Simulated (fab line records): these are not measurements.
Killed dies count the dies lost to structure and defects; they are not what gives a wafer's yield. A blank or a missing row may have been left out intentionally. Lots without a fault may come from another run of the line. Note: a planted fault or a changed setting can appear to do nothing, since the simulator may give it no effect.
fab line records	flow sky130
[record] lots = 13	wafers = 37	lastDay = 50
route steps=708 shown PWDE@54 VT_ADJUST_HVTP@96 VT_ADJUST_LVTN@106
lots that met no fault: taken from a fault-free run of the same line
startH: the number of hours between the record's first day and the start of the first shown wafer of the lot	waitH: hours since the lot's step before	" the same as in the row above	L1.1+2: one row covering several wafers at once	- no value, or no start given	* or withheld: withheld	< > ~ a bound
route shown NAME@n: names a module that has steps shown in the file, with the first one's number in the route	usual: the fault-free wafers' mean and standard deviation	same: alike in all rows	chamber/n: place in a boat	sites: the reading at each site	_std_site: standard deviation across them	_edge_site: the outer-site mean with the inner-site mean subtracted	radiusMm: how far each site lies from the wafer's centre	mask NAME#n: copy n	behind: the last tool/chamber to shape the wafer	hold: reason for holding the lot/hours on hold/outcome of the hold	device: names the non-switching transistor (n, p or np)	end of line: tests of these same wafers at the route's end	where a step has no rows: the recipe by itself	killed: count of dies lost to structure and defects at first sort (not the wafer's yield)	map: a wafer's dies, x killed, . not, _ none there
set.NAME: the run value of the setting; set.NAME@STEP: its run value at that earlier step	model.NAME: the simulator's own value behind a step, which no gauge read
steps of the route over a sample of lots; a table a step, a row a wafer
services: the hour from which a tool's chamber was out of use, counted from the record's first day as startH (under 0 if before that day), plus the number of hours and why
[[steps]]
[step SKY_PWDE_STRIP_09]
[recipe] chemistry = O2/N2	powerW = 1400	pressureMtorr = 1500	platenTempC = withheld	o2FlowSccm = 3000	n2FlowSccm = 300	overashFraction = 0.5
[usual] drypumpMotorCurrentA = 6.00/0.27	oesProductAu = 0.722/0.0043	stripTimeToEndpointS = 36.86/0.12
lot.wafer	tool	chamber	startH	waitH	drypumpMotorCurrentA	oesProductAu	rfHoursCounterH	stripTimeToEndpointS
L726.2	plasmaAsher-04	0	71.28	0.1	5.93	0.730	36	36.90
L726.4	"	1	"	"	6.45	0.720	-	36.91
L726.5	"	1	"	"	6.44	0.720	-	36.77
L727.1	plasmaAsher-01	1	73.35	0.1	5.66	0.726	40	37.00
L727.2	"	0	"	"	5.93	0.719	40	36.97
L727.6	"	1	"	"	5.66	0.724	-	36.97
L728.1	plasmaAsher-02	1	80.53	0.1	6.25	0.713	41	36.78
L728.3	"	1	"	"	6.26	0.728	-	36.84
L728.5	"	0	"	"	5.72	0.721	-	36.87
L729.1	plasmaAsher-02	0	85.33	0.1	5.73	0.718	41	36.75
L729.4	"	0	"	"	5.72	0.723	-	36.83
L729.6	"	0	"	"	5.72	0.728	-	36.76
L730.2	plasmaAsher-01	1	91.70	0.1	5.68	0.720	42	37.03
L730.3	"	0	"	"	5.93	0.719	-	36.91
L730.4	"	1	"	"	5.69	0.722	-	37.06
L731.1	plasmaAsher-01	1	96.30	0.1	5.68	0.730	43	36.84
L731.3	"	1	"	"	5.67	0.723	-	36.87
L731.5	"	0	"	"	5.91	0.717	-	36.81
L733.1	plasmaAsher-02	1	113.48	0.1	6.25	0.730	44	37.01
L733.4	"	1	"	"	6.25	0.720	-	37.00
L733.6	"	0	"	"	5.72	0.722	-	36.87
L736.2	plasmaAsher-04	0	128.88	0.1	5.93	0.720	1	36.99
L736.4	"	0	"	"	5.92	0.728	-	36.90
L736.6	"	0	"	"	5.95	0.725	-	37.02
L738.4	plasmaAsher-02	0	140.73	0.1	5.71	0.719	-	36.80
L738.6	"	1	"	"	6.25	0.717	-	36.81
L741.1	plasmaAsher-01	1	156.68	0.1	5.69	0.719	48	36.70
L741.2	"	0	"	"	5.93	0.721	48	36.76
L741.3	"	1	"	"	5.69	0.720	-	36.77
L742.2	plasmaAsher-02	1	159.25	0.1	6.27	0.725	49	36.61
L742.4	"	0	"	"	5.76	0.722	-	36.80
L742.6	"	1	"	"	6.26	0.713	-	36.62
L743.3	plasmaAsher-02	0	164.78	0.1	5.75	0.720	-	36.92
L743.6	"	0	"	"	5.71	0.735	-	36.79
L747.1	plasmaAsher-04	1	187.79	0.1	6.47	0.712	7	36.91
L747.4	"	0	"	"	5.90	0.723	-	36.95
L747.6	"	1	"	"	6.47	0.726	-	36.91
[step SKY_VT_ADJUST_HVTP_TW_MEAS_11]
[usual] VT_ADJUST_HVTP_TW = 1349/7.3
lot.wafer	tool	chamber	startH	waitH	VT_ADJUST_HVTP_TW
L726.2	filmMetro-04	-	125.48	0.1	1346
L726.4	"	-	"	"	1346
L726.5	"	-	"	"	1344
L727.1	filmMetro-04	-	127.55	0.1	1346
L727.2	"	-	"	"	1351
L727.6	"	-	"	"	1350
L728.1	filmMetro-04	-	135.57	0.1	1342
L728.3	"	-	"	"	1339
L728.5	"	-	"	"	1347
L729.1	filmMetro-03	-	141.92	0.1	1346
L729.4	"	-	"	"	1351
L729.6	"	-	"	"	1342
L730.2	filmMetro-03	-	149.68	0.1	1353
L730.3	"	-	"	"	1347
L730.4	"	-	"	"	1354
L731.1	filmMetro-03	-	153.62	0.1	1351
L731.3	"	-	"	"	1353
L731.5	"	-	"	"	1341
L733.1	filmMetro-04	-	172.28	0.1	1341
L733.4	"	-	"	"	1347
L733.6	"	-	"	"	1347
L736.2	filmMetro-03	-	190.36	0.1	1345
L736.4	"	-	"	"	1350
L736.6	"	-	"	"	1347
L738.4	filmMetro-01	-	203.30	0.1	1360
L738.6	"	-	"	"	1374
L741.1	filmMetro-03	-	222.57	0.1	1347
L741.2	"	-	"	"	1345
L741.3	"	-	"	"	1346
L742.2	filmMetro-04	-	224.71	0.1	1350
L742.4	"	-	"	"	1341
L742.6	"	-	"	"	1344
L743.3	filmMetro-04	-	231.84	0.1	1348
L743.6	"	-	"	"	1344
L747.1	filmMetro-01	-	257.08	0.1	1357
L747.4	"	-	"	"	1358
L747.6	"	-	"	"	1361
[step SKY_VT_ADJUST_LVTN_STRIP_09]
[recipe] chemistry = O2/N2	powerW = 1400	pressureMtorr = 1500	platenTempC = withheld	o2FlowSccm = 3000	n2FlowSccm = 300	overashFraction = 0.5
[usual] drypumpMotorCurrentA = 5.9/0.32	oesProductAu = 0.722/0.0045	stripTimeToEndpointS = 36.92/0.094
lot.wafer	tool	chamber	startH	waitH	drypumpMotorCurrentA	oesProductAu	rfHoursCounterH	stripTimeToEndpointS
L726.2	plasmaAsher-04	1	145.35	0.1	6.4	0.716	2	36.85
L726.4	"	1	"	"	6.4	0.717	-	36.72
L726.5	"	1	"	"	6.5	0.719	-	36.82
L727.1	plasmaAsher-04	1	146.94	0.1	6.4	0.721	3	36.90
L727.2	"	0	"	"	5.9	0.723	3	36.93
L727.6	"	0	"	"	5.9	0.728	-	36.94
L728.1	plasmaAsher-01	1	155.19	0.1	5.7	0.728	48	36.96
L728.3	"	0	"	"	5.9	0.716	-	36.98
L728.5	"	0	"	"	5.9	0.718	-	36.99
L729.1	plasmaAsher-01	0	161.35	0.1	5.9	0.726	49	36.69
L729.4	"	1	"	"	5.7	0.715	-	36.73
L729.6	"	0	"	"	5.9	0.713	-	36.82
L730.2	plasmaAsher-04	1	169.79	0.1	6.4	0.715	5	36.88
L730.3	"	0	"	"	5.9	0.728	-	36.83
L730.4	"	1	"	"	6.4	0.722	-	36.91
L731.1	plasmaAsher-01	1	173.26	0.1	5.7	0.718	50	37.00
L731.3	"	0	"	"	5.9	0.724	-	37.04
L731.5	"	1	"	"	5.7	0.716	-	36.93
L733.1	plasmaAsher-03	0	193.85	0.1	5.5	0.723	38	37.01
L733.4	"	0	"	"	5.5	0.728	-	36.90
L733.6	"	1	"	"	5.5	0.720	-	36.95
L736.2	plasmaAsher-03	0	211.75	0.1	5.5	0.724	39	36.91
L736.4	"	0	"	"	5.5	0.725	-	36.85
L736.6	"	1	"	"	5.5	0.722	-	36.89
L738.4	plasmaAsher-01	0	225.68	0.1	5.9	0.715	-	36.89
L738.6	"	0	"	"	5.9	0.722	-	37.04
L741.1	plasmaAsher-01	1	245.60	0.1	5.7	0.722	57	36.91
L741.2	"	0	"	"	5.9	0.726	57	36.98
L741.3	"	1	"	"	5.7	0.721	-	36.82
L742.2	plasmaAsher-03	0	248.55	0.1	5.5	0.957	43	-
L742.4	"	1	"	"	5.5	0.950	-	-
L742.6	"	1	"	"	5.5	0.954	-	-
L743.3	plasmaAsher-04	1	254.28	0.1	6.4	0.724	-	36.93
L743.6	"	0	"	"	5.9	0.725	-	37.05
L747.1	plasmaAsher-04	1	281.00	0.1	6.4	0.726	15	36.87
L747.4	"	0	"	"	5.9	0.718	-	36.93
L747.6	"	0	"	"	5.9	0.722	-	36.99
[step SKY_VT_ADJUST_LVTN_TW_MEAS_10]
[usual] VT_ADJUST_LVTN_TW = 240.0/0.89
lot.wafer	tool	chamber	startH	waitH	VT_ADJUST_LVTN_TW
L726.2	filmMetro-04	-	145.46	0.1	240.4
L726.4	"	-	"	"	241.9
L726.5	"	-	"	"	242.2
L727.1	filmMetro-03	-	147.04	0.1	240.6
L727.2	"	-	"	"	239.4
L727.6	"	-	"	"	239.7
L728.1	filmMetro-03	-	155.29	0.1	240.0
L728.3	"	-	"	"	241.6
L728.5	"	-	"	"	240.3
L729.1	filmMetro-03	-	161.45	0.1	239.5
L729.4	"	-	"	"	241.0
L729.6	"	-	"	"	240.9
L730.2	filmMetro-03	-	169.90	0.1	239.6
L730.3	"	-	"	"	240.2
L730.4	"	-	"	"	239.3
L731.1	filmMetro-02	-	173.36	0.1	239.2
L731.3	"	-	"	"	237.1
L731.5	"	-	"	"	239.4
L733.1	filmMetro-02	-	193.95	0.1	241.2
L733.4	"	-	"	"	240.3
L733.6	"	-	"	"	239.6
L736.2	filmMetro-02	-	211.86	0.1	240.9
L736.4	"	-	"	"	240.7
L736.6	"	-	"	"	240.5
L738.4	filmMetro-04	-	225.77	0.1	239.4
L738.6	"	-	"	"	240.1
L741.1	filmMetro-02	-	245.70	0.1	239.8
L741.2	"	-	"	"	239.1
L741.3	"	-	"	"	238.7
L742.2	filmMetro-02	-	248.66	0.1	239.3
L742.4	"	-	"	"	239.2
L742.6	"	-	"	"	238.8
L743.3	filmMetro-02	-	254.36	0.1	239.6
L743.6	"	-	"	"	239.2
L747.1	filmMetro-04	-	281.10	0.1	239.8
L747.4	"	-	"	"	240.4
L747.6	"	-	"	"	240.1
[step SKY_VT_ADJUST_LVTN_STRIP_20]
[recipe] chemistry = O2/N2	powerW = 1400	pressureMtorr = 1500	platenTempC = withheld	o2FlowSccm = 3000	n2FlowSccm = 300	overashFraction = 0.5
[usual] drypumpMotorCurrentA = 5.84/0.28	oesProductAu = 0.716/0.0045	stripTimeToEndpointS = 14.18/0.038
lot.wafer	tool	chamber	startH	waitH	drypumpMotorCurrentA	oesProductAu	rfHoursCounterH	stripTimeToEndpointS
L726.2	plasmaAsher-01	1	164.85	0.1	5.67	0.713	49	14.21
L726.4	"	1	"	"	5.67	0.728	-	14.16
L726.5	"	0	"	"	5.93	0.714	-	14.18
L727.1	plasmaAsher-04	0	167.05	0.1	5.93	0.716	5	14.15
L727.2	"	1	"	"	6.42	0.713	5	14.16
L727.6	"	0	"	"	5.92	0.706	-	14.16
L728.1	plasmaAsher-01	0	175.60	0.1	5.91	0.712	50	14.11
L728.3	"	1	"	"	5.69	0.717	-	14.14
L728.5	"	1	"	"	5.69	0.715	-	14.16
L729.1	plasmaAsher-01	0	182.09	0.1	5.94	0.708	51	14.22
L729.4	"	1	"	"	5.67	0.710	-	14.22
L729.6	"	1	"	"	5.69	0.721	-	14.21
L730.2	plasmaAsher-01	1	191.35	0.1	5.67	0.717	52	14.20
L730.3	"	1	"	"	5.69	0.721	-	14.22
L730.4	"	0	"	"	5.90	0.721	-	14.19
L731.1	plasmaAsher-03	1	195.15	0.1	5.55	0.716	38	14.12
L731.3	"	1	"	"	5.52	0.721	-	14.13
L731.5	"	1	"	"	5.54	0.714	-	14.16
L733.1	plasmaAsher-04	1	216.05	0.1	6.43	0.702	10	14.13
L733.4	"	1	"	"	6.43	0.718	-	14.22
L733.6	"	0	"	"	5.92	0.713	-	14.16
L736.2	plasmaAsher-03	1	235.74	0.1	5.54	0.714	42	14.12
L736.4	"	1	"	"	5.54	0.716	-	14.13
L736.6	"	1	"	"	5.53	0.721	-	14.14
L738.4	plasmaAsher-01	1	248.88	0.1	5.69	0.714	-	14.12
L738.6	"	1	"	"	5.69	0.709	-	14.15
L741.1	plasmaAsher-01	0	267.69	0.1	5.92	0.721	59	14.20
L741.2	"	1	"	"	5.69	0.712	59	14.23
L741.3	"	0	"	"	5.93	0.713	-	14.21
L742.2	plasmaAsher-03	0	271.44	0.1	5.49	0.727	46	30.62
L742.4	"	1	"	"	5.55	0.721	-	30.58
L742.6	"	0	"	"	5.49	0.722	-	30.62
L743.3	plasmaAsher-01	0	278.49	0.2	5.90	0.716	-	14.21
L743.6	"	1	"	"	5.70	0.713	-	14.11
L747.1	plasmaAsher-03	0	306.74	0.1	5.50	0.719	48	14.13
L747.4	"	0	"	"	5.50	0.712	-	14.16
L747.6	"	0	"	"	5.48	0.712	-	14.19
[step SKY_VT_ADJUST_LVTN_TW_MEAS_21]
[usual] VT_ADJUST_LVTN_2_TW = 186.7/0.68
lot.wafer	tool	chamber	startH	waitH	VT_ADJUST_LVTN_2_TW
L726.2	filmMetro-02	-	164.96	0.1	186.1
L726.4	"	-	"	"	185.4
L726.5	"	-	"	"	186.1
L727.1	filmMetro-02	-	167.15	0.1	185.9
L727.2	"	-	"	"	186.5
L727.6	"	-	"	"	186.9
L728.1	filmMetro-03	-	175.70	0.1	187.4
L728.3	"	-	"	"	186.8
L728.5	"	-	"	"	187.0
L729.1	filmMetro-02	-	182.19	0.1	186.1
L729.4	"	-	"	"	186.4
L729.6	"	-	"	"	185.7
L730.2	filmMetro-02	-	191.46	0.1	186.6
L730.3	"	-	"	"	185.1
L730.4	"	-	"	"	186.2
L731.1	filmMetro-03	-	195.25	0.1	187.3
L731.3	"	-	"	"	187.2
L731.5	"	-	"	"	187.2
L733.1	filmMetro-03	-	216.15	0.1	188.2
L733.4	"	-	"	"	187.4
L733.6	"	-	"	"	187.9
L736.2	filmMetro-04	-	235.85	0.1	186.0
L736.4	"	-	"	"	186.5
L736.6	"	-	"	"	188.5
L738.4	filmMetro-03	-	248.98	0.1	186.4
L738.6	"	-	"	"	187.1
L741.1	filmMetro-02	-	267.79	0.1	186.6
L741.2	"	-	"	"	187.1
L741.3	"	-	"	"	186.7
L742.2	filmMetro-04	-	271.55	0.1	29.9
L742.4	"	-	"	"	29.8
L742.6	"	-	"	"	29.9
L743.3	filmMetro-02	-	278.58	0.1	187.9
L743.6	"	-	"	"	186.4
L747.1	filmMetro-04	-	306.84	0.1	186.6
L747.4	"	-	"	"	187.0
L747.6	"	-	"	"	187.1
[[services]]
tool	chamber	startH	hours	kind
plasmaAsher-03	-	58.60	5.5	repair
plasmaAsher-03	-	64.40	0.9	repair
plasmaAsher-01	-	85.12	1.2	repair
plasmaAsher-04	-	108.75	9.0	pm
plasmaAsher-04	0	108.75	9.0	ventCycle
plasmaAsher-04	1	108.75	9.0	ventCycle
plasmaAsher-04	0	117.75	-	clean
plasmaAsher-04	1	117.75	-	clean
plasmaAsher-03	-	158.99	2.4	repair
plasmaAsher-04	-	245.88	5.9	pm
plasmaAsher-01	-	246.66	1.7	repair
plasmaAsher-03	-	274.88	6.3	repair
plasmaAsher-02	-	305.66	4.8	repair
[[key]]
[firstSign] step = SKY_VT_ADJUST_LVTN_STRIP_09	reading = oesProductAu	direction = up	sigmas = 52	usual = 0.722	struck = 0.954
[effect] step = SKY_VT_ADJUST_LVTN_STRIP_20	reading = stripTimeToEndpointS	direction = up	sigmas = 99+	usual = *	struck = *
[effect] step = SKY_VT_ADJUST_LVTN_TW_MEAS_21	reading = VT_ADJUST_LVTN_2_TW	direction = down	sigmas = 99+	usual = 186.7	struck = 29.9
metAt SKY_VT_ADJUST_LVTN_STRIP_09
struckLots L742
sortLeftOut L742.2,L742.4,L742.6
testerLeftOut L742
notActingAt SKY_PWDE_STRIP_09,SKY_VT_ADJUST_HVTP_TW_MEAS_11,SKY_VT_ADJUST_LVTN_TW_MEAS_10
onsetBetween 211.75 248.55
[fault] kind = stripAborted	tool = plasmaAsher-03	chamber = -	onsetH = 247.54	steps = SKY_VT_ADJUST_LVTN_STRIP_09	offset = 0.62537	endH = 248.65
// testerLeftOut: of these lots the tester's yield and bins aren't shown, on N5 and GAA mostly nor the transistor test; their killed dies are dies lost to structure and defects alone, not to doping, threshold or leakage, so they don't give the yield
// sortLeftOut: the simulated sort isn't trusted on such a fault, so these wafers' sort isn't shown, and their yield isn't known
